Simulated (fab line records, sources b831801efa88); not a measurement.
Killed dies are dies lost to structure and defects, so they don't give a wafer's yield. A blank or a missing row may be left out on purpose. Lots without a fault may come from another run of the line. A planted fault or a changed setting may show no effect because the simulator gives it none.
A struck lot beside a sound one | flow sky130 | 28 steps out of a route of 708
Sound: wafers L202.1, L202.2, L202.6. Struck: wafers L218.4, L218.5, L218.6. The cause comes at the end.
At each step with rows: each side's tool, then ch and its chambers, then its first start. Under that, the readings that differ: sound wafers | struck wafers | difference of the means | sigmas: that difference in standard deviations of wafers without a fault.
alike: readings whose means differ by less than 2 such deviations, and words and numbers that are the same on both sides. not compared: withheld readings, readings that some wafer has no value for, bounds like >300 that may hide the same value, and numbers for which the record gives no deviation and whose values overlap.
The two part at a step that has a row with sigmas, a row that says differs or no value, or rows on one side only. Numbers that don't overlap but have no deviation are shown without sigmas and don't part them. A reading that every wafer of one side lacks parts them only if that side has two wafers or more.

first, 3 steps without rows for these wafers: SKY_VIA4_STRIP_14 (strips in post etch residue remover, time 1200 s); SKY_VIA4_CLEAN_15 (cleans in IPA, time 180 s); SKY_VIA4_CLEAN_16 (cleans in O3/DIW).
SKY_VIA4_SPUTTER_17: material TiN, target thk 20 nm, time 80 s.
  sound on pvd_sputter-02, day 43 18:34; struck on pvd_sputter-02, day 47 15:08
  alike: cathode_dc_power_W, throttle_valve_pct
SKY_VIA4_CVD_18: deposits W, target thk 505 nm, time 152.14 s.
  sound on cvd_w-01 ch 0,1, day 43 18:38; struck on cvd_w-01 ch 0,1, day 47 15:15
  alike: heater_power_outer_w, heater_power_w
SKY_VIA4_RS_MEAS_19: measures by four-point-probe.
  sound on film_metro-02, day 43 18:47; struck on film_metro-01, day 47 15:25
  reading            | sound             | struck            | difference | sigmas
  VIA4_W_RS (ohm/sq) | 0.239 0.237 0.238 | 0.232 0.232 0.229 | -0.007     | -2
SKY_VIA4_THK_MEAS_20: measures by xrf.
  sound on film_metro-02, day 43 18:54; struck on film_metro-01, day 47 15:30
  reading         | sound       | struck      | difference | sigmas
  VIA4_W_THK (nm) | 477 477 477 | 496 496 504 | +22        | +3
then, 4 steps without rows for these wafers: SKY_VIA4_CMP_21 (polishes, stops on SiO2, t overpolish 25 s, target thk 0 nm); SKY_METAL5_SPUTTER_00 (material Ti, target thk 15 nm, time 10 s); SKY_METAL5_SPUTTER_01 (material TiN, target thk 20 nm, time 16.7 s); SKY_METAL5_SPUTTER_02 (material AlCu, target thk 1150 nm, time 61.2 s).
SKY_METAL5_SPUTTER_03: material Ti, target thk 5 nm, time 3.3 s.
  sound on pvd_sputter-03, day 43 19:22; struck on pvd_sputter-04, day 47 15:56
  alike: cathode_dc_power_W, throttle_valve_pct
SKY_METAL5_SPUTTER_04: material TiN, target thk 70 nm, time 58.3 s.
  sound on pvd_sputter-03, day 43 19:23; struck on pvd_sputter-04, day 47 15:57
  reading                                    | sound                | struck               | difference | sigmas
  cathode_dc_power_W (W)                     | 6500.1 6499.4 6499.0 | 6172.0 6173.6 6172.9 | -326.7     | -99 or more
  model.TiN_of_METAL5_SPUTTER_04.thk_nm (nm) | 71 70.12 69.22       | 67.36 65.99 67.12    | -3.29      |
  alike: throttle_valve_pct
SKY_METAL5_RS_MEAS_05: measures by four-point-probe.
  sound on film_metro-04, day 43 19:26; struck on film_metro-02, day 47 16:04
  reading                 | sound                | struck               | difference | sigmas
  METAL5_ALCU_RS (ohm/sq) | 0.0276 0.0276 0.0275 | 0.0269 0.0265 0.0270 | -0.0008    | -2
SKY_METAL5_THK_MEAS_06: measures by xrf.
  sound on film_metro-04, day 43 19:33; struck on film_metro-02, day 47 16:09
  reading              | sound          | struck         | difference | sigmas
  METAL5_ALCU_THK (nm) | 1109 1116 1116 | 1156 1177 1155 | +49        | +3
then, 8 steps without rows for these wafers: SKY_METAL5_DEHYDRATE_07 (time 60 s); SKY_METAL5_HMDS_08 (prime time 60 s); SKY_METAL5_COAT_09 (resist thk 1800 nm); SKY_METAL5_SOFTBAKE_10 (time 60 s); SKY_METAL5_EXPOSE_11 (exposes mask MM5, target cd 1600 nm); SKY_METAL5_PEB_12; SKY_METAL5_DEVELOP_13 (develop time 60 s); SKY_METAL5_DESCUM_14 (chemistry O2, time 11 s).
SKY_METAL5_METAL_ETCH_15: etches the open film in Cl2/BCl3, stops on SiO2, target depth 1260 nm, time 252 s.
  sound on rie_metal-02 ch 0, day 44 17:17; struck on rie_metal-04 ch 0, day 48 12:49
  alike: drypump_motor_current_A, oes_product_au, throttle_valve_pct
  not compared: rf_hours_counter_h
SKY_METAL5_STRIP_16: strips in O2/N2.
  sound on plasma_asher-04 ch 0,1, day 44 17:45; struck on plasma_asher-04 ch 0,1, day 48 13:05
  reading               | sound             | struck            | difference | sigmas
  oes_product_au (a.u.) | 0.716 0.721 0.710 | 0.703 0.706 0.703 | -0.012     | -3
  alike: drypump_motor_current_A, strip_time_to_endpoint_s
  not compared: rf_hours_counter_h
SKY_METAL5_STRIP_17: strips in post etch residue remover, time 1200 s.
  sound on wet_bench-03 ch 1, day 44 17:51; struck on wet_bench-04 ch 2, day 48 13:09
  reading                                    | sound             | struck           | difference | sigmas
  model.TiN_of_METAL5_SPUTTER_04.thk_nm (nm) | 70.58 69.71 68.81 | 66.94 65.58 66.7 | -3.29      |
then, 1 step without rows for these wafers: SKY_METAL5_CLEAN_18 (cleans in IPA, time 180 s).
SKY_PAD_OPEN_PROBE_99:
  sound on prober-02, day 46 15:05; struck on prober-02, day 50 03:03
  alike: defect_limited_yield, killed_at_M0_to_M3, killed_at_M4_up, killed_at_contacts, killed_at_front_end, killed_at_other, killed_dies, killed_open, killed_short, sort_bin_3_pad_short, sort_bin_5_function, sort_bin_6_memory, sort_bin_8_speed, sort_n_pass, sort_yield_pct

WHERE THEY PART
First at SKY_VIA4_RS_MEAS_19; last, within this record, at SKY_METAL5_STRIP_16. Later steps at which nothing parts them and some readings are alike: SKY_PAD_OPEN_PROBE_99.

WHY: what the simulator had put in
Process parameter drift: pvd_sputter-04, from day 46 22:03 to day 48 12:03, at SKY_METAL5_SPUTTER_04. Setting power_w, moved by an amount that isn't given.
